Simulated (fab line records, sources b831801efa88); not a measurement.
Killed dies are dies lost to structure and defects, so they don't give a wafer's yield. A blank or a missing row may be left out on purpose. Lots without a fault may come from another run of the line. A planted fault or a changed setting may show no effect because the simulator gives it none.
Tool commonality check | flow sky130 | 14 lots, 48 wafers sampled

WHY IT WAS OPENED
At SKY_SD_N_RS_MEAS_16 the reading SD_N_RS is flagged on 2 of 14 lots. Wafers without a fault read 68.57 ohm/sq, standard deviation 0.13.
Rule: a lot is flagged when every wafer of it that has a number lies more than 4 standard deviations from that mean, or none has a number. The other lots count as sound.

lot  | measured     | on            | SD_N_RS (ohm/sq), wafer by wafer    | flag
L254 | day 29 16:40 | film_metro-02 | 68.70 68.67 68.65                   |
L255 | day 29 22:26 | film_metro-02 | 68.53 68.48 68.58                   |
L253 | day 29 22:50 | film_metro-04 | 68.56 68.41 68.63                   |
L260 | day 30 16:36 | film_metro-04 | 70.63 70.56 70.73 70.63 70.54 70.68 | FLAGGED
L261 | day 31 03:05 | film_metro-01 | 70.73 70.80 70.82 70.82 70.69 70.92 | FLAGGED
L262 | day 31 14:50 | film_metro-04 | 68.51 68.58 68.54                   |
L265 | day 32 09:44 | film_metro-02 | 68.54 68.42 68.37                   |
L266 | day 32 15:59 | film_metro-01 | 68.73 68.61 68.71                   |
L268 | day 33 06:29 | film_metro-04 | 68.38 68.31 68.46                   |
L270 | day 33 20:47 | film_metro-01 | 68.85 68.81 68.54                   |
L271 | day 34 05:05 | film_metro-01 | 68.63 68.58 68.58                   |
L272 | day 34 12:14 | film_metro-02 | 68.86 68.76 68.76                   |
L274 | day 35 06:29 | film_metro-01 | 68.70 68.65 68.74                   |
L275 | day 35 08:08 | film_metro-04 | 68.67 68.46 68.50                   |
The numbers of the flagged lots are 70.71 ohm/sq on average: +2.14 ohm/sq against the usual, or +16 standard deviations.

WHICH TOOL RAN EACH LOT
The record holds 2 process steps before the reading, out of a route of 708 steps. In each cell: the tool, then ch and the chambers that the sampled wafers went through, then the start.
lot  | flag    | SKY_SD_P_STRIP_10                    | SKY_SD_N_IMPLANT_10
L254 |         | plasma_asher-04 ch 0,1, day 27 08:08 | implanter-03 ch 0, day 29 16:09
L255 |         | plasma_asher-01 ch 0,1, day 27 14:06 | implanter-02 ch 0, day 29 21:54
L253 |         | plasma_asher-04 ch 0,1, day 27 14:39 | implanter-01 ch 0, day 29 22:18
L260 | FLAGGED | plasma_asher-03 ch 0,1, day 28 06:44 | implanter-02, day 30 16:05
L261 | FLAGGED | plasma_asher-03 ch 0,1, day 28 18:47 | implanter-03, day 31 02:30
L262 |         | plasma_asher-04 ch 0,1, day 29 06:29 | implanter-03 ch 0, day 31 14:18
L265 |         | plasma_asher-01 ch 0,1, day 30 00:55 | implanter-03 ch 0, day 32 09:12
L266 |         | plasma_asher-04 ch 0,1, day 30 07:56 | implanter-02 ch 0, day 32 15:27
L268 |         | plasma_asher-01 ch 0,1, day 31 00:15 | implanter-03 ch 0, day 33 05:57
L270 |         | plasma_asher-03 ch 0,1, day 31 15:49 | implanter-02 ch 0, day 33 20:15
L271 |         | plasma_asher-03 ch 0,1, day 31 23:10 | implanter-01 ch 0, day 34 04:33
L272 |         | plasma_asher-03 ch 0,1, day 32 06:30 | implanter-03 ch 0, day 34 11:42
L274 |         | plasma_asher-03 ch 0,1, day 32 23:47 | implanter-03 ch 0, day 35 05:58
L275 |         | plasma_asher-03 ch 0,1, day 33 02:03 | implanter-02 ch 0, day 35 07:36
What these steps do:
- SKY_SD_P_STRIP_10: strips in O2/N2.
- SKY_SD_N_IMPLANT_10
- SKY_SD_N_RS_MEAS_16: measures by four-point-probe.

FLAGGED OVER TOTAL, TOOL BY TOOL (the gauges that took the reading come last)
step                | tool            | lots run | flagged | share of the flagged lots | sound lots run after its first flagged lot
SKY_SD_P_STRIP_10   | plasma_asher-01 | 3        | 0       | none                      | -
SKY_SD_P_STRIP_10   | plasma_asher-03 | 7        | 2       | all                       | 5 (L270,L271,L272,L274,L275)
SKY_SD_P_STRIP_10   | plasma_asher-04 | 4        | 0       | none                      | -
SKY_SD_N_IMPLANT_10 | implanter-01    | 2        | 0       | none                      | -
SKY_SD_N_IMPLANT_10 | implanter-02    | 5        | 1       | some                      | 3 (L266,L270,L275)
SKY_SD_N_IMPLANT_10 | implanter-03    | 7        | 1       | some                      | 5 (L262,L265,L268,L272,L274)
SKY_SD_N_RS_MEAS_16 | film_metro-01   | 5        | 1       | some                      | 4 (L266,L270,L271,L274)
SKY_SD_N_RS_MEAS_16 | film_metro-02   | 4        | 0       | none                      | -
SKY_SD_N_RS_MEAS_16 | film_metro-04   | 5        | 1       | some                      | 3 (L262,L268,L275)

WHAT THE TABLE ALLOWS
1 row of the table ran every flagged lot: plasma_asher-03 at SKY_SD_P_STRIP_10.
- plasma_asher-03 at SKY_SD_P_STRIP_10: 2 of its 7 lots flagged. Sound lots ran on it after the first flagged one (L270, L271, L272, L274, L275), which a lasting fault on the whole tool wouldn't allow.
No row of the table ran every flagged lot and no sound lot after the first.

WHAT THE SIMULATOR HAD PUT IN
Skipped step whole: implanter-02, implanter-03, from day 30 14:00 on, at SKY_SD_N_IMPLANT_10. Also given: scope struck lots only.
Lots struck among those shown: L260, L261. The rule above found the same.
